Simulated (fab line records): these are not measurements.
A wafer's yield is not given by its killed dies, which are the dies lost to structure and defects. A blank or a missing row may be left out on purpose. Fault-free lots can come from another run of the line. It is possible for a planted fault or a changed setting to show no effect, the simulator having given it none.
One fault seen from 2 desks    flow sky130    numbers are kept per desk, each desk with only its own; the story behind them comes last

## AT THE METROLOGY DESK
What the gauges read, lot by lot, whatever tool the lot ran on: means of the sampled wafers that have a number. Any lot whose mean is over 4 standard deviations away from the usual mean is out of limits and marked OUT; that distance is given in the brackets.
Columns: A = NWELL_OXIDATION_THK at SKY_NWELL_THK_MEAS_02, usual 10.04 nm; B = NWELL_TW at SKY_NWELL_TW_MEAS_15, usual 1809; C = GATE_OXIDE_TW at SKY_GATE_OXIDE_TW_MEAS_14, usual 223.8; D = POLY_CUT_OVL at SKY_POLY_CUT_OVL_MEAS_09, usual -1 nm
lot   first seen here  A      B                     C      D
L802  day 2 11:49      10.09  1809                  223.1  -3
L803  day 2 18:55      10.13  1824                  224.8  0
L804  day 2 23:16      10.14  1810                  224.5  -4
L805  day 3 05:47      10.09  1817                  224.5  -2
L806  day 3 10:31      10.26  1800                  225.0  -9
L808  day 3 22:41      9.82   30 (-99 or more) OUT  222.1  0
L818  day 6 03:05      10.07  1799                  224.7  1
L819  day 6 04:28      10.15  1818                  223.5  -3
L820  day 6 10:53      9.96   1804                  221.6  -4
L822  day 6 20:46      9.82   1823                  224.4  3
L823  day 7 03:46      9.82   1805                  223.9  -10
L824  day 7 13:47      9.89   1825                  223.7  1
L825  day 7 19:24      9.88   1824                  221.6  -4
This desk's finding: out of limits on L808; first on L808, day 6 03:43 (NWELL_TW at SKY_NWELL_TW_MEAS_15). Within limits: L802, L803, L804, L805, L806, L818, L819, L820, L822, L823, L824, L825.

## TOOL OWNER'S DESK, plasma asher-03
The tool's own readings at SKY_PWDE_STRIP_09 (strips in O2/N2): means of the sampled wafers that have a number, for each lot that ran on this tool. Any lot whose mean is over 4 standard deviations away from the usual mean is out of limits and marked OUT; that distance is given in the brackets.
Columns: A = chamber pressure mTorr at SKY_PWDE_STRIP_09, usual 1500.1 mTorr; B = drypump motor current A at SKY_PWDE_STRIP_09, usual 5.7 A; C = oes product au at SKY_PWDE_STRIP_09, usual 0.722 a.u.; D = strip time to endpoint s at SKY_PWDE_STRIP_09, usual 36.84 s
lot   first seen here  A       B    C                D
L802  day 3 19:13      1499.7  6.6  0.723            36.92
L803  day 4 01:56      1499.8  6.6  0.723            36.82
L806  day 4 18:09      1499.0  6.6  0.725            37.01
L808  day 5 08:28      1500.1  6.6  0.934 (+45) OUT  -
L818  day 7 17:32      1499.5  6.6  0.726            36.81
L825  day 9 13:34      1498.5  6.6  0.721            36.95
This desk's finding: out of limits on L808; first on L808, day 5 08:28 (oes product au at SKY_PWDE_STRIP_09). Within limits: L802, L803, L806, L818, L825.

## TAKEN TOGETHER
The tool owner's desk had the chance to raise an alarm at day 5 08:28 on L808.
The metrology desk could have raised an alarm at day 6 03:43, on L808.
On plasma asher-03, each named lot ran SKY_PWDE_STRIP_09.

## WHAT WAS PUT IN BY THE SIMULATOR
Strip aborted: plasma asher-03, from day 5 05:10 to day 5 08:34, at SKY_PWDE_STRIP_09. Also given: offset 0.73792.
Struck lots among those shown: L808.
Fault start to first reading out of limits, in hours, per desk: tool owner, 3; metrology, 23.
